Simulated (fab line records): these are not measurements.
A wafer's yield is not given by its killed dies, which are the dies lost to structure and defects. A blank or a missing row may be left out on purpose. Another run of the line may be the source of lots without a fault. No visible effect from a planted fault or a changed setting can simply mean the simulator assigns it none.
Which of the tools did it? || flow sky130 || Sampling: 13 lots, 39 wafers, 3 of 708 route steps

## WHAT THE GAUGES SHOWED, per wafer
SKY_FIELD_ISO_THK_MEAS_25. Usual: FIELD_ISO_CVD_24_THK gives 598 nm (standard deviation 6).
{"lot": "L203", "measured": "day 2 17:40", "on": "film metro-03", "FIELD_ISO_CVD_24_THK (nm)": "591 598 592", "flag": ""}
{"lot": "L206", "measured": "day 3 09:01", "on": "film metro-01", "FIELD_ISO_CVD_24_THK (nm)": "600 599 594", "flag": ""}
{"lot": "L208", "measured": "day 3 16:58", "on": "film metro-01", "FIELD_ISO_CVD_24_THK (nm)": "596 598 610", "flag": ""}
{"lot": "L210", "measured": "day 4 00:09", "on": "film metro-02", "FIELD_ISO_CVD_24_THK (nm)": "601 605 606", "flag": ""}
{"lot": "L211", "measured": "day 4 08:41", "on": "film metro-01", "FIELD_ISO_CVD_24_THK (nm)": "597 596 605", "flag": ""}
{"lot": "L215", "measured": "day 5 05:45", "on": "film metro-03", "FIELD_ISO_CVD_24_THK (nm)": "604 603 595", "flag": ""}
{"lot": "L216", "measured": "day 5 09:26", "on": "film metro-02", "FIELD_ISO_CVD_24_THK (nm)": "603 604 598", "flag": ""}
{"lot": "L218", "measured": "day 5 17:58", "on": "film metro-01", "FIELD_ISO_CVD_24_THK (nm)": "593 592 589", "flag": ""}
{"lot": "L219", "measured": "day 6 05:09", "on": "film metro-01", "FIELD_ISO_CVD_24_THK (nm)": "605 600 601", "flag": ""}
{"lot": "L220", "measured": "day 6 05:09", "on": "film metro-02", "FIELD_ISO_CVD_24_THK (nm)": "595 583 589", "flag": ""}
{"lot": "L221", "measured": "day 6 15:01", "on": "film metro-01", "FIELD_ISO_CVD_24_THK (nm)": "607 603 599", "flag": ""}
{"lot": "L223", "measured": "day 7 05:13", "on": "film metro-02", "FIELD_ISO_CVD_24_THK (nm)": "601 604 596", "flag": ""}
{"lot": "L224", "measured": "day 7 05:15", "on": "film metro-03", "FIELD_ISO_CVD_24_THK (nm)": "597 596 598", "flag": ""}

SKY_NWELL_RS_MEAS_31: a four-point-probe measurement. Usual: PWDE_RS gives 5276 ohm/sq (standard deviation 14).
{"lot": "L203", "measured": "day 5 22:37", "on": "film metro-02", "PWDE_RS (ohm/sq)": "5277 5273 5283", "flag": ""}
{"lot": "L206", "measured": "day 6 11:56", "on": "film metro-04", "PWDE_RS (ohm/sq)": "5291 5283 5297", "flag": ""}
{"lot": "L208", "measured": "day 6 18:51", "on": "film metro-03", "PWDE_RS (ohm/sq)": "5275 5282 5266", "flag": ""}
{"lot": "L210", "measured": "day 7 10:32", "on": "film metro-02", "PWDE_RS (ohm/sq)": "5313 5272 5272", "flag": ""}
{"lot": "L211", "measured": "day 7 19:59", "on": "film metro-03", "PWDE_RS (ohm/sq)": "5272 5277 5255", "flag": ""}
{"lot": "L215", "measured": "day 8 19:35", "on": "film metro-04", "PWDE_RS (ohm/sq)": "5281 5301 5297", "flag": ""}
{"lot": "L216", "measured": "day 9 07:32", "on": "film metro-04", "PWDE_RS (ohm/sq)": "5263 5278 5256", "flag": ""}
{"lot": "L218", "measured": "day 9 20:36", "on": "film metro-03", "PWDE_RS (ohm/sq)": "5271 5268 5280", "flag": ""}
{"lot": "L219", "measured": "day 10 07:26", "on": "film metro-04", "PWDE_RS (ohm/sq)": "5282 5291 5285", "flag": ""}
{"lot": "L220", "measured": "day 10 06:04", "on": "film metro-03", "PWDE_RS (ohm/sq)": "5274 5267 5256", "flag": ""}
{"lot": "L221", "measured": "day 10 10:14", "on": "film metro-03", "PWDE_RS (ohm/sq)": "5274 5285 5269", "flag": ""}
{"lot": "L223", "measured": "day 11 02:49", "on": "film metro-04", "PWDE_RS (ohm/sq)": "5298 5286 5277", "flag": ""}
{"lot": "L224", "measured": "day 11 04:54", "on": "film metro-02", "PWDE_RS (ohm/sq)": "5281 5282 5295", "flag": ""}

## TOOL THAT RAN EACH LOT (tool first, then ch and the chambers of the sampled wafers, then the start)
{"lot": "L203", "SKY_NWELL_IMPLANT_12": "implanter-03 ch 0, day 5 03:06"}
{"lot": "L206", "SKY_NWELL_IMPLANT_12": "implanter-03 ch 0, day 5 17:20"}
{"lot": "L208", "SKY_NWELL_IMPLANT_12": "implanter-03 ch 0, day 6 00:20"}
{"lot": "L210", "SKY_NWELL_IMPLANT_12": "implanter-03 ch 0, day 6 13:14"}
{"lot": "L211", "SKY_NWELL_IMPLANT_12": "implanter-01 ch 0, day 6 22:56"}
{"lot": "L215", "SKY_NWELL_IMPLANT_12": "implanter-02 ch 0, day 7 21:23"}
{"lot": "L216", "SKY_NWELL_IMPLANT_12": "implanter-02 ch 0, day 8 09:15"}
{"lot": "L218", "SKY_NWELL_IMPLANT_12": "implanter-02 ch 0, day 8 21:23"}
{"lot": "L219", "SKY_NWELL_IMPLANT_12": "implanter-03 ch 0, day 9 07:17"}
{"lot": "L220", "SKY_NWELL_IMPLANT_12": "implanter-03 ch 0, day 9 06:27"}
{"lot": "L221", "SKY_NWELL_IMPLANT_12": "implanter-02 ch 0, day 9 10:48"}
{"lot": "L223", "SKY_NWELL_IMPLANT_12": "implanter-03 ch 0, day 10 02:05"}
{"lot": "L224", "SKY_NWELL_IMPLANT_12": "implanter-02 ch 0, day 10 04:33"}
- SKY_NWELL_IMPLANT_12

## WHAT THE TOOLS THEMSELVES READ (means of the sampled wafers that have a number; where no wafer has one, the mark that the record gives instead)
SKY_NWELL_IMPLANT_12. Usual: beam energy keV 120.00, standard deviation 0.041; beam on s 10.01 s, standard deviation 0.2; end station pressure torr 5.01e-06 Torr, standard deviation 2.8e-07.
{"lot": "L203", "tool": "implanter-03", "beam energy keV": 120.01, "beam on s (s)": 10.01, "end station pressure torr (Torr)": 4.88e-06, "flag": ""}
{"lot": "L206", "tool": "implanter-03", "beam energy keV": 119.97, "beam on s (s)": 9.86, "end station pressure torr (Torr)": 5.12e-06, "flag": ""}
{"lot": "L208", "tool": "implanter-03", "beam energy keV": 94.81, "beam on s (s)": 10.00, "end station pressure torr (Torr)": 5.03e-06, "flag": "OFF"}
{"lot": "L210", "tool": "implanter-03", "beam energy keV": 94.82, "beam on s (s)": 9.94, "end station pressure torr (Torr)": 5.11e-06, "flag": "OFF"}
{"lot": "L211", "tool": "implanter-01", "beam energy keV": 119.98, "beam on s (s)": 9.83, "end station pressure torr (Torr)": 4.95e-06, "flag": ""}
{"lot": "L215", "tool": "implanter-02", "beam energy keV": 120.01, "beam on s (s)": 10.09, "end station pressure torr (Torr)": 5.03e-06, "flag": ""}
{"lot": "L216", "tool": "implanter-02", "beam energy keV": 119.97, "beam on s (s)": 10.09, "end station pressure torr (Torr)": 4.60e-06, "flag": ""}
{"lot": "L218", "tool": "implanter-02", "beam energy keV": 120.01, "beam on s (s)": 10.14, "end station pressure torr (Torr)": 5.11e-06, "flag": ""}
{"lot": "L219", "tool": "implanter-03", "beam energy keV": 120.00, "beam on s (s)": 10.18, "end station pressure torr (Torr)": 4.98e-06, "flag": ""}
{"lot": "L220", "tool": "implanter-03", "beam energy keV": 119.99, "beam on s (s)": 10.12, "end station pressure torr (Torr)": 4.85e-06, "flag": ""}
{"lot": "L221", "tool": "implanter-02", "beam energy keV": 120.01, "beam on s (s)": 9.91, "end station pressure torr (Torr)": 4.89e-06, "flag": ""}
{"lot": "L223", "tool": "implanter-03", "beam energy keV": 119.93, "beam on s (s)": 9.99, "end station pressure torr (Torr)": 4.93e-06, "flag": ""}
{"lot": "L224", "tool": "implanter-02", "beam energy keV": 119.98, "beam on s (s)": 9.93, "end station pressure torr (Torr)": 5.23e-06, "flag": ""}

## THE ANSWER, worked out from the rows above alone
Rule: a lot counts as off when the mean over its wafers that have a number is more than 3 standard deviations away from the usual mean. Also off: a lot with no number at a reading for which 4 or more lots have one. All remaining lots with rows at the step are treated as sound. First the gauges in route order, then the tools' own readings, where a lot's mean is used as printed above. The first step at which some lot is off is used, and at that step the reading that is off furthest; a lot without a number counts as furthest.
Off at SKY_NWELL_IMPLANT_12 (beam energy keV): L208, L210.
A tool fits if, at that step or a process step before it, it ran every lot that is off, and no sound lot after the first of them. Not one of the candidates tried fits.

## WHAT WAS PUT IN BY THE SIMULATOR
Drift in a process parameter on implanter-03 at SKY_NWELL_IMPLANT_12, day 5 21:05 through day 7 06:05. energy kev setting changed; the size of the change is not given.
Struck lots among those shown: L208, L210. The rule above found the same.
